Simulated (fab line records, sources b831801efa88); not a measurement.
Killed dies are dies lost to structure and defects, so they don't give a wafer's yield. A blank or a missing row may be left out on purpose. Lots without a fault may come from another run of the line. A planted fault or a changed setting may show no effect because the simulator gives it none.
Problem report in the 8D (eight disciplines) form, filled by code | flow gf180mcu | the parts of the form that need people (team, actions taken, sign-off) are left out

1. THE PROBLEM
DUAL_GATE_OXIDATION_00_THK at GF_DUAL_GATE_THK_MEAS_03 reads a mean of 14.43 nm on 6 wafers of 2 lots; wafers without a fault read 10.86 nm with a standard deviation of 0.26. That is +14 standard deviations from the usual mean.
First seen on wafer L615.2, day 9 13:23, on film_metro-01. The record holds 39 wafers of 13 lots with a number at this step. Rule for "out", or "out of limits": more than 4 standard deviations from the usual mean. The other wafers with a number count as sound.

2. WHAT IT IS AND WHAT IT IS NOT
question                    | is                           | is not
which readings at this step | DUAL_GATE_OXIDATION_00_THK   | -
which lots                  | L615, L616                   | L609, L610, L612, L622, L623, L624, L625, L628, L629, L630, L632
which wafers of those lots  | all that have a number       | -
read on which gauges        | film_metro-01, film_metro-02 | film_metro-04
when                        | from day 9 13:23             | up to then (9 sound wafers); but 24 sound wafers of L622, L623, L624, L625, L628, L629, L630, L632 came after

3. SUSPECTS, AND WHAT RULES EACH OUT
Counting: a tool at a process step up to the reading stays a suspect if it ran every lot that is out and no sound lot after the first of them.
- the gauge at GF_DUAL_GATE_THK_MEAS_03: ruled out. The wafers that are out were read on 2 gauges (film_metro-01, film_metro-02).
- plasma_asher-02 at GF_VT_IMPLANT_STRIP_42 (strips in O2/N2): ruled out as a lasting fault. Sound lots L623 ran on it after its first lot that is out, L615 (day 9 10:51).
- furnace-01 at GF_DUAL_GATE_OXIDATION_02 (stabilise 600 s, purge 300 s, target thk 10.887 nm): ruled out as a lasting fault. Sound lots L625, L628, L629 ran on it after its first lot that is out, L615 (day 9 11:56).
Left after counting: nothing in the record.

4. THE CAUSE (what the simulator had put in)
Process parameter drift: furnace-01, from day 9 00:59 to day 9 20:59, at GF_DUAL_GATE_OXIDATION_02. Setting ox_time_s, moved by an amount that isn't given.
Counting ruled it out, wrongly: the rule takes a fault to strike every lot that its tool runs from its start on, and this one did not.

5. THE CHAIN OF EFFECTS, in route order
Each row: a reading whose mean over the struck wafers that have a number lies more than 3 standard deviations from the usual. Only readings for which the record gives a usual standard deviation are gone through. hours: the time from each lot's start at the first step in this table that gives one to its start at this step, as a median over the lots. sigmas: the change in usual standard deviations.
hours | step                     | reading                    | usual    | on struck wafers | change | sigmas
0     | GF_DUAL_GATE_THK_MEAS_03 | DUAL_GATE_OXIDATION_00_THK | 10.86 nm | 14.43            | +3.57  | +14

6. WHAT WOULD HAVE CAUGHT IT SOONER
In this record the first reading out of limits at a measuring or inspecting step was taken at day 9 13:23, 12 hours after the fault began at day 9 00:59.
Of the tool readings at GF_DUAL_GATE_OXIDATION_02 for which the record gives a usual standard deviation, none was out on any struck wafer, so an alarm limit of 4 standard deviations on them would not have fired.
